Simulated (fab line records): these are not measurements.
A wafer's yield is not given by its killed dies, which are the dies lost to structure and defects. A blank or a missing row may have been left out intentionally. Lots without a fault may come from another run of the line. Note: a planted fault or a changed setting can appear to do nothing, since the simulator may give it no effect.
Which of the tools did it? + flow gf180mcu + Sampling: 7 lots, 21 wafers, 3 of 602 route steps

## WHAT THE GAUGES SHOWED, per wafer
GF_M2_THK_MEAS_06: measures by xrf.
| lot  | measured     | on            | M2_ALCU_THK (nm) |
|------|--------------|---------------|------------------|
| L633 | day 18 18:54 | film metro-02 | 446 460 453      |
| L635 | day 19 13:14 | film metro-02 | 441 450 453      |
| L639 | day 21 00:04 | film metro-02 | 451 450 451      |
| L643 | day 22 23:30 | film metro-02 | 454 446 444      |
| L650 | day 24 23:22 | film metro-02 | 451 456 452      |
| L653 | day 25 23:58 | film metro-01 | 447 447 448      |
| L654 | day 26 09:59 | film metro-01 | 455 453 452      |

## WHAT TOOL EACH LOT RAN ON (gives the tool, then ch and the chambers of the sampled wafers, and finally the start)
| lot  | GF_CONTACT_ETCH_16                 | GF_CONTACT_CLEAN_21             |
|------|------------------------------------|---------------------------------|
| L633 | rie diel-02 ch 0,2,3, day 16 16:41 | wet bench-02 ch 3, day 16 17:09 |
| L635 | rie diel-02 ch 0,1, day 17 09:23   | wet bench-02 ch 0, day 17 09:50 |
| L639 | rie diel-02 ch 2,3, day 18 18:46   | wet bench-04 ch 0, day 18 19:13 |
| L643 | rie diel-04 ch 1,2,3, day 20 19:52 | wet bench-04 ch 1, day 20 20:19 |
| L650 | rie diel-01 ch 1,2,3, day 22 23:05 | wet bench-02 ch 3, day 22 23:34 |
| L653 | rie diel-02 ch 0,1,3, day 23 23:50 | wet bench-04 ch 1, day 24 00:17 |
| L654 | rie diel-01 ch 0,2,3, day 24 10:22 | wet bench-02 ch 1, day 24 10:48 |
- GF_CONTACT_ETCH_16: etches BARC in N2/H2.
- GF_CONTACT_CLEAN_21: cleans in dHF, time 20 s.

## THE ANSWER, worked out from the rows above alone
Rule: what is usual is taken from the lots themselves. Put in order of their means at a reading, lots are off if they are a third of the lots or fewer, leave a main group of 4 or more, and stand apart from it by a gap of 3 or more times the standard deviation of the main group's means; of several such gaps the widest counts. A main group whose means are all the same, to the digits that the tables above print for the reading, isn't used. Also off: a lot with no number at a reading for which 4 or more lots have one. All remaining lots with rows at the step are treated as sound.
No lot is off on any of the readings shown, so nothing can be concluded from this.

## WHAT WAS PUT IN BY THE SIMULATOR
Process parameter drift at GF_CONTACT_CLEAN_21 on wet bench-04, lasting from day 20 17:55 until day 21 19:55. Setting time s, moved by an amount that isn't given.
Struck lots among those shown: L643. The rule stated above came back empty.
